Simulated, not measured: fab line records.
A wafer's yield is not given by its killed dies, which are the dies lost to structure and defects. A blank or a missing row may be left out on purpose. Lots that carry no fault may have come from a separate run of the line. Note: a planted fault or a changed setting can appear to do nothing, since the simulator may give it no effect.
fab line records ; flow sky130
[record] lots = 6; wafers = 18; last-day = 50
route steps=708 shown LDD_N@252 LDD_P@255 LDD_HVN@267 PAD_OPEN@708
lots untouched by any fault: they come from a run of this same line in which no faults occurred
start-h: start of the lot's first displayed wafer, in hours after the record's first day ; wait-h: time in hours since the lot's previous step ; " the same as in the row above ; L1.1+2: one row covering several wafers at once ; - no value, or no start was given ; * or withheld: withheld ; < > ~ a bound
route shown NAME@n: a module of which the file shows steps, and the number in the route of the first ; usual: average and standard deviation across the fault-free wafers ; same: alike in all rows ; chamber/n: place in a boat ; sites: per-site readings ; _std_site: how widely they spread, as a standard deviation ; _edge_site: inner sites' mean taken away from outer sites' mean ; radius-mm: how far each site lies from the wafer's centre ; mask NAME#n: copy n ; behind: the most recent tool/chamber to have shaped the wafer ; hold: what put the lot on hold/how long, in hours/how the hold closed ; device: whichever transistor did not switch (one of n, p or np) ; end of line: tests of these same wafers at the route's end ; for a step that has no rows: nothing shown but its recipe ; killed: the dies lost at the first sort to structure and to defects; this is not the yield of the wafer ; map: per-die view of a wafer (x killed, . not killed, _ where there is no die)
set.NAME: setting as actually run; set.NAME@STEP: the setting as run at that earlier step ; model.NAME: the simulator's own value behind a step, which no gauge read
a table for each step, a row for each wafer; lots at some steps of the route
services: from which hour (start-h, from the record's first day; less than 0 if before it) a tool's chamber was out of use, for how many hours, and why
[[steps]]
[step SKY_LDD_N_IMPLANT_15]
[recipe] species = BF2; energy-kev = 49.09; dose-cm2 = 5e+12; tilt-deg = 30; rotation-deg = 270
[step SKY_LDD_N_STRIP_16]
[recipe] chemistry = O2/N2; power-w = 1400; pressure-mtorr = 1500; platen-temp-c = withheld; o2-flow-sccm = 3000; n2-flow-sccm = 300; overash-fraction = 0.5
[usual] drypump-motor-current-A = 5.7/0.36; oes-product-au = 0.406/0.0043; strip-time-to-endpoint-s = 4.318/0.015
lot.wafer;tool;chamber;start-h;wait-h;drypump-motor-current-A;oes-product-au;rf-hours-counter-h;strip-time-to-endpoint-s
L346.2;plasma-asher-01;1;455.49;0.1;5.2;0.410;30;4.320
L346.3;plasma-asher-01;1;455.49;0.1;5.2;0.406;-;4.302
L346.4;plasma-asher-01;0;455.49;0.1;5.5;0.404;-;4.313
L349.1;plasma-asher-01;0;478.79;0.1;5.5;0.406;32;4.290
L349.3;plasma-asher-01;0;478.79;0.1;5.5;0.409;-;4.307
L349.5;plasma-asher-01;0;478.79;0.1;5.5;0.408;-;4.307
L356.4;plasma-asher-02;0;535.93;0.1;6.0;0.405;-;4.302
L356.5;plasma-asher-02;1;535.93;0.1;6.1;0.395;-;4.324
L356.6;plasma-asher-02;0;535.93;0.1;6.0;0.403;-;4.319
L357.1;plasma-asher-02;1;538.57;0.1;6.2;0.409;77;4.345
L357.3;plasma-asher-02;1;538.57;0.1;6.1;0.400;-;4.321
L357.5;plasma-asher-02;1;538.57;0.1;6.1;0.414;-;4.319
L364.1;plasma-asher-01;0;599.17;0.1;5.5;0.411;43;4.330
L364.2;plasma-asher-01;1;599.17;0.1;5.2;0.402;43;4.331
L364.5;plasma-asher-01;0;599.17;0.1;5.5;0.406;-;4.351
L365.1;plasma-asher-02;1;610.44;0.1;6.2;0.400;84;4.302
L365.2;plasma-asher-02;0;610.44;0.1;6.0;0.408;84;4.288
L365.3;plasma-asher-02;0;610.44;0.1;6.0;0.403;-;4.306
[step SKY_LDD_N_TW_MEAS_17]
[usual] LDD_N_TW = 2583/28
lot.wafer;tool;chamber;start-h;wait-h;LDD_N_TW
L346.2;film-metro-03;-;455.60;0.1;2616
L346.3;film-metro-03;-;455.60;0.1;2609
L346.4;film-metro-03;-;455.60;0.1;2615
L349.1;film-metro-02;-;478.89;0.1;2532
L349.3;film-metro-02;-;478.89;0.1;2545
L349.5;film-metro-02;-;478.89;0.1;2534
L356.4;film-metro-03;-;536.02;0.1;2596
L356.5;film-metro-03;-;536.02;0.1;2600
L356.6;film-metro-03;-;536.02;0.1;2601
L357.1;film-metro-02;-;538.67;0.1;2523
L357.3;film-metro-02;-;538.67;0.1;2541
L357.5;film-metro-02;-;538.67;0.1;2534
L364.1;film-metro-02;-;599.27;0.1;2537
L364.2;film-metro-02;-;599.27;0.1;2545
L364.5;film-metro-02;-;599.27;0.1;2547
L365.1;film-metro-01;-;610.54;0.1;2602
L365.2;film-metro-01;-;610.54;0.1;2597
L365.3;film-metro-01;-;610.54;0.1;2594
[step SKY_LDD_P_DEHYDRATE_00]
[recipe] temp-c = 200; time-s = 60
[step SKY_LDD_P_HMDS_01]
[recipe] prime-time-s = 60; prime-temp-c = 120
[step SKY_LDD_P_COAT_02]
[recipe] resist = NOVOLAK; spin-rpm = 3000; resist-thk-nm = 1140
[step SKY_LDD_P_SOFTBAKE_03]
[recipe] temp-c = 90; time-s = 60; resist = NOVOLAK
[step SKY_LDD_P_EXPOSE_04]
[recipe] mask-id = PSDM; na = 0.6; source-shape = conventional; sigma-outer = 0.6; polarization = unpolarized; target-cd-nm = 380; dose-mj = 135.1
[step SKY_LDD_P_PEB_05]
[recipe] temp-c = withheld; time-s = *; resist = NOVOLAK
[step SKY_LDD_P_DEVELOP_06]
[recipe] resist = NOVOLAK; developer = TMAH; develop-time-s = 60; dev-temp-c = 23
[step SKY_LDD_P_CD_MEAS_07]
[recipe] target-cd-nm = 380
[usual] cd-nm = 379.5/2.6
lot.wafer;tool;chamber;start-h;wait-h;cd-nm
L346.2;cd-sem-01;-;486.13;0.1;378.5
L346.3;cd-sem-01;-;486.13;0.1;378.4
L346.4;cd-sem-01;-;486.13;0.1;379.7
L349.1;cd-sem-01;-;509.74;0.1;379.3
L349.3;cd-sem-01;-;509.74;0.1;378.0
L349.5;cd-sem-01;-;509.74;0.1;377.4
L356.4;cd-sem-02;-;566.72;0.1;377.9
L356.5;cd-sem-02;-;566.72;0.1;377.1
L356.6;cd-sem-02;-;566.72;0.1;377.6
L357.1;cd-sem-02;-;568.55;0.1;378.6
L357.3;cd-sem-02;-;568.55;0.1;380.8
L357.5;cd-sem-02;-;568.55;0.1;381.7
L364.1;cd-sem-02;-;628.26;0.1;382.1
L364.2;cd-sem-02;-;628.26;0.1;381.7
L364.5;cd-sem-02;-;628.26;0.1;386.3
L365.1;cd-sem-02;-;639.45;0.1;374.1
L365.2;cd-sem-02;-;639.45;0.1;378.5
L365.3;cd-sem-02;-;639.45;0.1;377.7
[step SKY_LDD_P_OVL_MEAS_08]
[usual] LDD_P_OVL = 0.1/1.3
lot.wafer;tool;chamber;start-h;wait-h;LDD_P_OVL[nm]
L346.2;overlay-01;-;486.23;0.1;1.5
L346.3;overlay-01;-;486.23;0.1;0.6
L346.4;overlay-01;-;486.23;0.1;1.3
L349.1;overlay-02;-;509.86;0.1;-1.3
L349.3;overlay-02;-;509.86;0.1;-0.1
L349.5;overlay-02;-;509.86;0.1;0.5
L356.4;overlay-02;-;566.79;0.1;3.1
L356.5;overlay-02;-;566.79;0.1;3.0
L356.6;overlay-02;-;566.79;0.1;3.8
L357.1;overlay-01;-;568.67;0.1;1.0
L357.3;overlay-01;-;568.67;0.1;0.1
L357.5;overlay-01;-;568.67;0.1;-0.8
L364.1;overlay-01;-;628.38;0.1;0.1
L364.2;overlay-01;-;628.38;0.1;0.7
L364.5;overlay-01;-;628.38;0.1;0.9
L365.1;overlay-01;-;639.57;0.1;0.4
L365.2;overlay-01;-;639.57;0.1;2.9
L365.3;overlay-01;-;639.57;0.1;0.2
[step SKY_LDD_P_IMPLANT_09]
[recipe] species = BF2; energy-kev = 25; dose-cm2 = 1e+13; tilt-deg = withheld
[usual] dose-ions-cm2 = 9.999e+12/1.1e+10; faraday-current-uA = 56.3/1.1
lot.wafer;tool;chamber;start-h;wait-h;dose-ions-cm2;faraday-current-uA
L346.2;implanter-01;0;486.29;0.0;9.98e+12;56.8
L346.3;implanter-01;0;486.29;0.0;1e+13;57.1
L346.4;implanter-01;0;486.29;0.0;1.0009e+13;56.4
L349.1;implanter-03;0;509.89;0.0;9.985e+12;55.1
L349.3;implanter-03;0;509.89;0.0;9.982e+12;55.7
L349.5;implanter-03;0;509.89;0.0;1.0006e+13;54.8
L356.4;implanter-01;0;566.89;0.1;5.47e+12;29.9
L356.5;implanter-01;0;566.89;0.1;5.442e+12;30.9
L356.6;implanter-01;0;566.89;0.1;5.453e+12;30.7
L357.1;implanter-01;0;568.70;0.0;5.44e+12;31.7
L357.3;implanter-01;0;568.70;0.0;5.439e+12;30.9
L357.5;implanter-01;0;568.70;0.0;5.449e+12;30.8
L364.1;implanter-01;0;628.41;0.0;9.979e+12;54.7
L364.2;implanter-01;0;628.41;0.0;9.986e+12;56.5
L364.5;implanter-01;0;628.41;0.0;1.0005e+13;54.4
L365.1;implanter-01;0;639.60;0.0;9.995e+12;57.1
L365.2;implanter-01;0;639.60;0.0;9.998e+12;55.6
L365.3;implanter-01;0;639.60;0.0;9.993e+12;56.5
[step SKY_LDD_P_STRIP_10]
[recipe] chemistry = O2/N2; power-w = 1400; pressure-mtorr = 1500; platen-temp-c = withheld; o2-flow-sccm = 3000; n2-flow-sccm = 300; overash-fraction = 0.5
[usual] drypump-motor-current-A = 5.36/0.25; oes-product-au = 0.716/0.0046; strip-time-to-endpoint-s = 14.17/0.036
lot.wafer;tool;chamber;start-h;wait-h;drypump-motor-current-A;oes-product-au;rf-hours-counter-h;strip-time-to-endpoint-s
L346.2;plasma-asher-04;0;486.41;0.1;5.29;0.712;5;14.19
L346.3;plasma-asher-04;1;486.41;0.1;5.63;0.716;-;14.16
L346.4;plasma-asher-04;0;486.41;0.1;5.30;0.717;-;14.16
L349.1;plasma-asher-01;0;510.04;0.1;5.53;0.717;35;14.14
L349.3;plasma-asher-01;1;510.04;0.1;5.22;0.714;-;14.13
L349.5;plasma-asher-01;0;510.04;0.1;5.51;0.718;-;14.15
L356.4;plasma-asher-01;0;566.99;0.1;5.50;0.715;-;14.20
L356.5;plasma-asher-01;0;566.99;0.1;5.50;0.716;-;14.19
L356.6;plasma-asher-01;1;566.99;0.1;5.23;0.721;-;14.22
L357.1;plasma-asher-04;1;568.85;0.1;5.63;0.713;14;14.13
L357.3;plasma-asher-04;1;568.85;0.1;5.63;0.717;-;14.08
L357.5;plasma-asher-04;1;568.85;0.1;5.64;0.717;-;14.08
L364.1;plasma-asher-01;0;628.56;0.1;5.55;0.716;46;14.21
L364.2;plasma-asher-01;1;628.56;0.1;5.17;0.718;46;14.20
L364.5;plasma-asher-01;1;628.56;0.1;5.18;0.711;-;14.23
L365.1;plasma-asher-03;1;639.75;0.1;5.51;0.713;95;14.17
L365.2;plasma-asher-03;0;639.75;0.1;4.79;0.715;95;14.22
L365.3;plasma-asher-03;0;639.75;0.1;4.80;0.728;-;14.17
[step SKY_LDD_P_TW_MEAS_11]
[usual] LDD_P_TW = 637/7
lot.wafer;tool;chamber;start-h;wait-h;LDD_P_TW
L346.2;film-metro-02;-;486.52;0.1;627
L346.3;film-metro-02;-;486.52;0.1;629
L346.4;film-metro-02;-;486.52;0.1;628
L349.1;film-metro-04;-;510.14;0.1;645
L349.3;film-metro-04;-;510.14;0.1;641
L349.5;film-metro-04;-;510.14;0.1;641
L356.4;film-metro-01;-;567.09;0.1;521
L356.5;film-metro-01;-;567.09;0.1;521
L356.6;film-metro-01;-;567.09;0.1;521
L357.1;film-metro-01;-;568.95;0.1;524
L357.3;film-metro-01;-;568.95;0.1;524
L357.5;film-metro-01;-;568.95;0.1;526
L364.1;film-metro-04;-;628.66;0.1;638
L364.2;film-metro-04;-;628.66;0.1;640
L364.5;film-metro-04;-;628.66;0.1;643
L365.1;film-metro-01;-;639.85;0.1;632
L365.2;film-metro-01;-;639.85;0.1;636
L365.3;film-metro-01;-;639.85;0.1;638
[step SKY_LDD_HVN_DEHYDRATE_00]
[recipe] temp-c = 200; time-s = 60
[step SKY_PAD_OPEN_PROBE_99]
[usual] killed_at_M0_to_M3 = 44/7.5; killed_at_M4_up = 3.3/1.8; killed-at-contacts = 25/5.9; killed-at-front-end = 16/4.7; killed-at-other = 0.3/0.52; killed-dies = 89/9.9; killed-open = 49/7.8; killed-short = 40/5.8
[same] gross-dies = 492; killed-at-back-side = 0
lot.wafer;tool;chamber;start-h;wait-h;killed_at_M0_to_M3;killed_at_M4_up;killed-at-contacts;killed-at-front-end;killed-at-other;killed-dies;killed-open;killed-short;model.etest.tip-p.rs-ohm-sq;model.etest.tip-p.rs-ohm-sq-range;model.etest.pfet_01v8.r-on-ohm-um;model.etest.pfet_01v8.drive-ua-um;model.etest.pfet_01v8_hvt.drive-ua-um;model.etest.sram-pfet-latch.drive-ua-um;model.etest.pfet_01v8_lvt.drive-ua-um;model.etest.pfet_01v8.off-log10-a-um
L346.2;prober-01;-;1112.97;0.1;48;1;34;16;0;99;60;39;6884;231.9;2935;188.2;141.2;143.4;174;-10.02
L346.3;prober-01;-;1113.02;0.2;43;2;41;13;0;99;57;42;6926;326.8;2925;189.5;141.4;142.7;174.4;-9.895
L346.4;prober-01;-;1113.07;0.2;48;5;28;18;0;99;52;46;6882;187.9;2893;193.8;144.2;148.6;175.9;-9.557
L349.1;prober-02;-;1123.86;0.1;52;4;27;13;0;96;56;40;6984;120.5;2945;186.8;139;144.9;172.6;-10.11
L349.3;prober-02;-;1123.96;0.2;56;5;16;10;1;88;49;39;6961;228;2925;190.4;140.5;139;171.4;-9.77
L349.5;prober-02;-;1124.06;0.2;51;3;31;7;0;92;59;33;6945;184.6;2900;189.4;141.6;147.7;173.8;-9.771
L356.4;prober-01;-;1162.94;0.2;41;7;33;12;0;93;50;43;1.138e+04;682.4;2927;189;142.5;149.9;173;-9.865
L356.5;prober-01;-;1162.99;0.2;50;3;29;15;0;97;57;40;1.152e+04;241.1;2918;189.6;140.6;146;172.2;-9.675
L356.6;prober-01;-;1163.04;0.2;27;7;28;19;0;81;38;43;1.146e+04;459.3;2997;184.8;137.1;140.4;171.4;-10.14
L357.1;prober-02;-;1163.11;0.1;47;5;20;15;0;87;49;38;1.146e+04;345.6;2941;189.2;142.5;144.3;172.9;-10.27
L357.3;prober-02;-;1163.21;0.2;43;2;30;25;0;100;55;45;1.13e+04;288.5;2902;188.7;142;140.5;174.3;-10.25
L357.5;prober-02;-;1163.31;0.2;50;4;26;20;0;100;57;43;1.135e+04;407.3;2954;187.8;139.2;132.9;174.3;-10.3
L364.1;prober-01;-;1197.64;0.1;41;0;32;11;1;85;44;41;6830;192.1;2822;201.6;151;148.6;177.3;-9.138
L364.2;prober-01;-;1197.69;0.1;35;2;13;20;0;70;39;30;6802;129.3;2833;198.4;149.2;148.7;175.9;-9.355
L364.5;prober-01;-;1197.84;0.2;40;6;20;12;0;78;44;34;6790;154;2836;198.4;146.5;148.2;175.9;-9.459
L365.1;prober-01;-;1203.97;0.1;49;2;29;20;0;100;65;35;6887;197.8;3093;177.9;133.1;131.8;168.2;-10.75
L365.2;prober-01;-;1204.02;0.1;52;2;24;21;3;102;63;38;6962;149.9;3048;181.3;134.1;133.8;171.9;-10.55
L365.3;prober-01;-;1204.07;0.2;44;7;30;11;0;92;61;31;6975;157.6;3032;178.7;132.5;131.9;170.2;-10.81
// killed by level:class
L346.2 VIA1:geometric-particle:open=16 CONTACT:geometric-particle:open=11 LI_CONTACT:geometric-particle:open=8 CONTACT:geometric-particle:short=8 VIA2:geometric-particle:open=8 METAL3:geometric-particle:short=7 POLY_GATE:geometric-particle:open=6 VIA3:geometric-particle:open=5
L346.3 LI_CONTACT:geometric-particle:open=13 CONTACT:geometric-particle:open=13 VIA1:geometric-particle:open=10 VIA3:geometric-particle:open=8 LI_CONTACT:geometric-particle:short=5 VIA1:geometric-particle:short=5 POLY_GATE:geometric-particle:short=4 LOCAL_INTERCONNECT:geometric-particle:short=4
L346.4 LI_CONTACT:geometric-particle:open=9 POLY_GATE:geometric-particle:short=7 CONTACT:geometric-particle:open=7 VIA1:geometric-particle:open=7 VIA2:geometric-particle:open=7 CONTACT:geometric-particle:short=6 VIA3:geometric-particle:open=6 VIA2:geometric-particle:short=6
L349.1 VIA1:geometric-particle:open=11 CONTACT:geometric-particle:open=10 VIA2:geometric-particle:open=9 LI_CONTACT:geometric-particle:open=8 CONTACT:geometric-particle:short=7 METAL1:geometric-particle:short=6 VIA3:geometric-particle:open=5 VIA1:geometric-particle:short=4
L349.3 VIA1:geometric-particle:open=12 VIA3:geometric-particle:open=8 LI_CONTACT:geometric-particle:open=5 CONTACT:geometric-particle:open=5 METAL1:geometric-particle:short=5 VIA1:geometric-particle:short=5 METAL2:geometric-particle:open=5 METAL2:geometric-particle:short=5
L349.5 LI_CONTACT:geometric-particle:open=16 VIA2:geometric-particle:open=10 VIA1:geometric-particle:open=9 VIA3:geometric-particle:open=9 CONTACT:geometric-particle:open=6 VIA2:geometric-particle:short=6 METAL2:geometric-particle:short=5 CONTACT:geometric-particle:short=5
L356.4 CONTACT:geometric-particle:open=15 VIA1:geometric-particle:open=14 VIA2:geometric-particle:short=7 LOCAL_INTERCONNECT:geometric-particle:short=6 CONTACT:geometric-particle:short=5 METAL1:geometric-particle:short=5 VIA4:geometric-particle:open=4 FIELD_ISO:geometric-particle:short=3
L356.5 VIA1:geometric-particle:open=13 VIA3:geometric-particle:open=10 VIA1:geometric-particle:short=9 LI_CONTACT:geometric-particle:open=7 CONTACT:geometric-particle:short=7 CONTACT:geometric-particle:open=7 VIA2:geometric-particle:open=7 FIELD_ISO:geometric-particle:open=5
L356.6 LOCAL_INTERCONNECT:geometric-particle:short=7 CONTACT:geometric-particle:open=7 VIA1:geometric-particle:open=7 METAL4:geometric-particle:short=7 LI_CONTACT:geometric-particle:open=6 LI_CONTACT:geometric-particle:short=5 VIA1:geometric-particle:short=5 FIELD_ISO:geometric-particle:open=4
L357.1 CONTACT:geometric-particle:open=7 VIA1:geometric-particle:open=7 VIA3:geometric-particle:open=7 METAL1:geometric-particle:short=6 LI_CONTACT:geometric-particle:open=6 VIA2:geometric-particle:short=6 CONTACT:geometric-particle:short=5 VIA2:geometric-particle:open=5
L357.3 VIA1:geometric-particle:open=13 CONTACT:geometric-particle:open=12 LI_CONTACT:geometric-particle:open=8 FIELD_ISO:geometric-particle:open=7 FIELD_ISO:geometric-particle:short=7 METAL1:geometric-particle:short=7 CONTACT:geometric-particle:short=6 POLY_GATE:geometric-particle:short=5
L357.5 CONTACT:geometric-particle:open=10 VIA2:geometric-particle:open=10 LI_CONTACT:geometric-particle:open=8 VIA1:geometric-particle:open=8 POLY_GATE:geometric-particle:short=6 VIA3:geometric-particle:open=6 FIELD_ISO:geometric-particle:short=5 VIA2:geometric-particle:short=5
L364.1 CONTACT:geometric-particle:short=12 CONTACT:geometric-particle:open=11 VIA1:geometric-particle:open=8 VIA3:geometric-particle:open=8 LI_CONTACT:geometric-particle:open=6 METAL1:geometric-particle:short=6 POLY_GATE:geometric-particle:short=5 METAL2:geometric-particle:short=5
L364.2 VIA1:geometric-particle:open=12 FIELD_ISO:geometric-particle:open=6 FIELD_ISO:geometric-particle:short=6 LI_CONTACT:geometric-particle:open=6 VIA1:geometric-particle:short=5 METAL2:geometric-particle:short=4 VIA3:geometric-particle:open=4 METAL1:geometric-particle:short=3
L364.5 VIA2:geometric-particle:open=7 VIA1:geometric-particle:open=6 LI_CONTACT:geometric-particle:open=6 VIA3:geometric-particle:open=6 CONTACT:geometric-particle:short=5 METAL2:geometric-particle:short=5 LOCAL_INTERCONNECT:geometric-particle:short=4 CONTACT:geometric-particle:open=4
L365.1 CONTACT:geometric-particle:open=12 VIA1:geometric-particle:open=11 VIA2:geometric-particle:open=10 VIA3:geometric-particle:open=8 LI_CONTACT:geometric-particle:open=7 FIELD_ISO:geometric-particle:short=5 FIELD_ISO:geometric-particle:open=5 CONTACT:geometric-particle:short=5
L365.2 VIA1:geometric-particle:open=14 LI_CONTACT:geometric-particle:open=12 VIA2:geometric-particle:open=12 VIA1:geometric-particle:short=8 FIELD_ISO:geometric-particle:open=7 VIA3:geometric-particle:open=7 FIELD_ISO:geometric-particle:short=6 POLY_GATE:geometric-particle:open=4
L365.3 CONTACT:geometric-particle:open=13 VIA2:geometric-particle:open=10 LI_CONTACT:geometric-particle:open=9 VIA1:geometric-particle:open=9 VIA3:geometric-particle:open=9 FIELD_ISO:geometric-particle:open=4 LOCAL_INTERCONNECT:geometric-particle:short=4 METAL1:geometric-particle:short=4
[[services]]
tool;chamber;start-h;hours;kind
plasma-asher-03;-;463.72;1.2;repair
plasma-asher-01;-;535.73;6.1;repair
plasma-asher-01;-;559.72;3.9;repair
plasma-asher-02;-;582.04;4.4;repair
[[key]]
[first-sign] step = SKY_LDD_P_IMPLANT_09; reading = dose-ions-cm2; direction = down; sigmas = 99+; usual = *; struck = *
[effect] step = SKY_LDD_P_IMPLANT_09; reading = faraday-current-uA; direction = down; sigmas = 23; usual = 56.3; struck = 30.8
[effect] step = SKY_LDD_P_TW_MEAS_11; reading = LDD_P_TW; direction = down; sigmas = 16; usual = 637; struck = 523
[model-effect] step = SKY_PAD_OPEN_PROBE_99; value = etest.tip-p.rs-ohm-sq; without = 6859; struck = 1.141e+04
met-at SKY_LDD_P_IMPLANT_09
struck-wafers L356.4,L356.5,L356.6,L357.1,L357.3,L357.5
tester-left-out L356,L357
onset-between 486.29 566.89
[fault] kind = process-parameter-drift; tool = implanter-01; chamber = -; onset-h = 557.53; steps = SKY_LDD_P_IMPLANT_09; channel = dose-cm2; offset = *; shape = step; end-h = 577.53; acts-in = *; stated = *
// tester-left-out: of these lots the tester's yield and bins aren't shown, on N5 and GAA mostly nor the transistor test; their killed dies are dies lost to structure and defects alone, not to doping, threshold or leakage, so they don't give the yield
